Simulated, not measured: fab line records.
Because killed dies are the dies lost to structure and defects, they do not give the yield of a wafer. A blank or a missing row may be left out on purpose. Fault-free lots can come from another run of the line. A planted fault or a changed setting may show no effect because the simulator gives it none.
A lot that was struck, set against a sound lot / flow sky130 / 33 out of 708 route steps
Sound: the wafers L968.2, L968.4, L968.5. Struck: wafers L964.2, L964.3, L964.4. Last of all comes the cause.
Per side, at each step with rows, come the tool, then ch with its chambers, and then its first start. Under that, the readings that differ: sound wafers / struck wafers / difference of the means / sigmas: that difference in standard deviations of wafers without a fault.
alike: words and numbers the same on both sides, and readings whose means are apart by under 2 such deviations; not compared: readings that were withheld, readings missing a value for some wafer, numbers with overlapping values and no deviation given by the record, and bounds like >300 which may hide the same value.
Wherever a step has rows on one side only, a row that says differs or no value, or a row with sigmas, the two part there. Non-overlapping numbers with no deviation appear without sigmas and do not part them. A reading that every wafer of one side lacks parts them only if that side has two wafers or more.

first, 9 steps without rows for these wafers: SKY_METAL1_DEVELOP_14 (develop time 60 s); SKY_METAL1_DESCUM_17 (chemistry O2, time 8 s); SKY_METAL1_ETCH_18 (etches BARC in N2/H2, stops on SiO2, time 45.9 s, target depth 60 nm); SKY_METAL1_METAL_ETCH_19 (etches the open film in Cl2/BCl3, stops on SiO2, target depth 360 nm, time 78 s); SKY_METAL1_STRIP_20 (strips in O2/N2); SKY_METAL1_STRIP_21 (strips in post etch residue remover, time 1200 s); SKY_METAL1_CLEAN_22 (cleans in IPA, time 180 s); SKY_METAL1_CLEAN_23 (cleans in O3/DIW); SKY_VIA1_HDPCVD_00 (deposits SiO2, target thk 1030 nm, time 171.7 s).
SKY_VIA1_CMP_02: polishes SiO2.
  sound on cmp-01 ch 0,2,3, day 39 14:25; struck on cmp-02 ch 0,1,3, day 38 11:20
reading=model.SiO2_of_VIA1_HDPCVD_00.thk-nm (nm); sound=344.7 344.7 344.7; struck=308.5 308.6 309.6; difference=-35.8; sigmas=
  alike: motor-current-A
then, 9 steps without rows for these wafers: SKY_VIA1_DEHYDRATE_04 (time 60 s); SKY_VIA1_HMDS_05 (prime time 60 s); SKY_VIA1_COAT_06 (resist thk 60 nm); SKY_VIA1_COAT_07 (resist thk 450 nm); SKY_VIA1_SOFTBAKE_08 (time 90 s); SKY_VIA1_EXPOSE_09 (exposes mask VIM, target cd 150 nm); SKY_VIA1_PEB_10; SKY_VIA1_DEVELOP_11 (develop time 60 s); SKY_VIA1_ETCH_14 (etches BARC in N2/H2, stops on SiO2, time 45.9 s, target depth 60 nm).
SKY_VIA1_ETCH_15: etches SiO2 in C4F8/O2/Ar, stops on TiN, target depth 351 nm, time 54 s.
  sound on rie-diel-01 ch 0,2,3, day 40 15:44; struck on rie-diel-04 ch 0,1,2, day 39 12:52
reading=oes-product-au (a.u.); sound=0.983 0.989 0.982; struck=0.919 0.924 0.928; difference=-0.061; sigmas=-13
reading=model.VIA1.feature-depth-nm (nm); sound=344.7 344.7 344.7; struck=308.5 308.6 309.6; difference=-35.8; sigmas=
reading=model.etch.depth-nm (nm); sound=344.7 344.7 344.7; struck=308.5 308.6 309.6; difference=-35.8; sigmas=
  not compared: rf-hours-counter-h
then, 12 steps without rows for these wafers: SKY_VIA1_STRIP_16 (strips in O2/N2); SKY_VIA1_STRIP_17 (strips in post etch residue remover, time 1200 s); SKY_VIA1_CLEAN_18 (cleans in IPA, time 180 s); SKY_VIA1_CLEAN_19 (cleans in O3/DIW); SKY_VIA1_SPUTTER_20 (material TiN, target thk 20 nm, time 80 s); SKY_VIA1_CVD_21 (deposits W, target thk 270 nm, time 80.902 s); SKY_VIA1_CMP_24 (polishes, stops on SiO2, t overpolish 15 s, target thk 0 nm); SKY_METAL2_SPUTTER_00 (material Ti, target thk 15 nm, time 10 s); SKY_METAL2_SPUTTER_01 (material TiN, target thk 20 nm, time 16.7 s); SKY_METAL2_SPUTTER_02 (material AlCu, target thk 250 nm, time 13.3 s); SKY_METAL2_SPUTTER_03 (material Ti, target thk 5 nm, time 3.3 s); SKY_METAL2_SPUTTER_04 (material TiN, target thk 70 nm, time 58.3 s).
SKY_METAL2_METAL_ETCH_19: etches the open film in Cl2/BCl3, stops on SiO2, target depth 360 nm, time 78 s.
  sound on rie-metal-02 ch 0,1, day 41 17:32; struck on rie-metal-02 ch 0,1, day 40 14:40
reading=model.SiO2_of_VIA1_HDPCVD_00.thk-nm (nm); sound=330.7 330.6 330.5; struck=294.4 294.5 295.6; difference=-35.8; sigmas=
  alike: drypump-motor-current-A, oes-product-au, throttle-valve-pct
  not compared: rf-hours-counter-h

WHERE THEY PART
At SKY_VIA1_ETCH_15 and nowhere else, as far as this record goes. Later steps at which nothing parts them and some readings are alike: SKY_METAL2_METAL_ETCH_19.

WHY: whatever the simulator had introduced
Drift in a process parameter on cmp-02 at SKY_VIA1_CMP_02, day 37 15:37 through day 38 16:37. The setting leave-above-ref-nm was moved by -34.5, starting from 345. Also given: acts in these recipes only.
